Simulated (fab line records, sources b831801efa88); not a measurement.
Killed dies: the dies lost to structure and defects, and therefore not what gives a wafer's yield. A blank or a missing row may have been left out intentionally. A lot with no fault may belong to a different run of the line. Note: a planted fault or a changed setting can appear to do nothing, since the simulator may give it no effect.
Which tool is to blame? :: flow gf180mcu :: Sampling: 12 lots, 36 wafers, 3 of 602 route steps

WHAT THE GAUGES SHOWED, per wafer
GF_V2_THK_MEAS_03.
lot: L075
measured: day 19 16:14
on: film_metro-02
V2_CVD_02_THK (nm): 866 874 878

lot: L077
measured: day 20 10:11
on: film_metro-01
V2_CVD_02_THK (nm): 843 864 855

lot: L079
measured: day 21 04:40
on: film_metro-04
V2_CVD_02_THK (nm): 855 857 869

lot: L081
measured: day 21 23:46
on: film_metro-02
V2_CVD_02_THK (nm): 845 849 867

lot: L083
measured: day 22 11:50
on: film_metro-02
V2_CVD_02_THK (nm): 844 858 860

lot: L085
measured: day 23 09:47
on: film_metro-04
V2_CVD_02_THK (nm): 847 832 852

lot: L087
measured: day 24 03:06
on: film_metro-04
V2_CVD_02_THK (nm): 859 835 874

lot: L089
measured: day 24 19:49
on: film_metro-04
V2_CVD_02_THK (nm): 881 880 867

lot: L091
measured: day 25 08:47
on: film_metro-01
V2_CVD_02_THK (nm): 835 846 851

lot: L093
measured: day 25 19:32
on: film_metro-04
V2_CVD_02_THK (nm): 859 851 863

lot: L095
measured: day 26 09:35
on: film_metro-02
V2_CVD_02_THK (nm): 867 866 865

lot: L097
measured: day 27 05:19
on: film_metro-02
V2_CVD_02_THK (nm): 857 848 874

WHICH TOOL RAN EACH LOT (tool, then ch and the chambers of the sampled wafers, then the start)
lot: L075
GF_HV_LDD_RTA_52: rtp_anneal-02 ch 0, day 12 17:53
GF_M1_SPUTTER_03: pvd_sputter-01, day 16 14:14

lot: L077
GF_HV_LDD_RTA_52: rtp_anneal-02 ch 0, day 13 09:32
GF_M1_SPUTTER_03: pvd_sputter-02, day 17 06:10

lot: L079
GF_HV_LDD_RTA_52: rtp_anneal-01 ch 0, day 14 01:11
GF_M1_SPUTTER_03: pvd_sputter-04, day 17 23:35

lot: L081
GF_HV_LDD_RTA_52: rtp_anneal-02 ch 0, day 14 19:17
GF_M1_SPUTTER_03: pvd_sputter-04, day 18 18:38

lot: L083
GF_HV_LDD_RTA_52: rtp_anneal-02 ch 0, day 15 05:56
GF_M1_SPUTTER_03: pvd_sputter-04, day 19 07:02

lot: L085
GF_HV_LDD_RTA_52: rtp_anneal-02 ch 0, day 16 00:17
GF_M1_SPUTTER_03: pvd_sputter-02, day 20 05:38

lot: L087
GF_HV_LDD_RTA_52: rtp_anneal-01 ch 0, day 16 17:38
GF_M1_SPUTTER_03: pvd_sputter-02, day 21 00:59

lot: L089
GF_HV_LDD_RTA_52: rtp_anneal-01 ch 0, day 17 12:12
GF_M1_SPUTTER_03: pvd_sputter-04, day 21 19:02

lot: L091
GF_HV_LDD_RTA_52: rtp_anneal-02 ch 0, day 18 01:11
GF_M1_SPUTTER_03: pvd_sputter-01, day 22 09:38

lot: L093
GF_HV_LDD_RTA_52: rtp_anneal-02 ch 0, day 18 15:41
GF_M1_SPUTTER_03: pvd_sputter-01, day 22 22:38

lot: L095
GF_HV_LDD_RTA_52: rtp_anneal-02 ch 0, day 19 07:44
GF_M1_SPUTTER_03: pvd_sputter-01, day 23 13:07

lot: L097
GF_HV_LDD_RTA_52: rtp_anneal-02 ch 0, day 20 06:20
GF_M1_SPUTTER_03: pvd_sputter-01, day 24 11:14
- GF_HV_LDD_RTA_52: time 10 s.
- GF_M1_SPUTTER_03: material Ti, target thk 10 nm, time 6.7 s.

THE ANSWER, worked out from the rows above alone
Rule: the lots themselves supply what counts as usual. The widest of any qualifying gaps counts: lots, ordered by their means at a reading, are off when they make up no more than a third of the lots, leave a main group of 4 or more, and stand apart from it by 3 or more times the standard deviation of that group's means. A main group whose means are all the same, to the digits that the tables above print for the reading, isn't used. A lot without any number at a reading at which 4 lots or more have one is off too. Where the step has rows for the other lots, those lots are counted as sound.
Nothing can be told from this: no lot is off at any reading shown.

WHAT THE SIMULATOR HAD PUT IN
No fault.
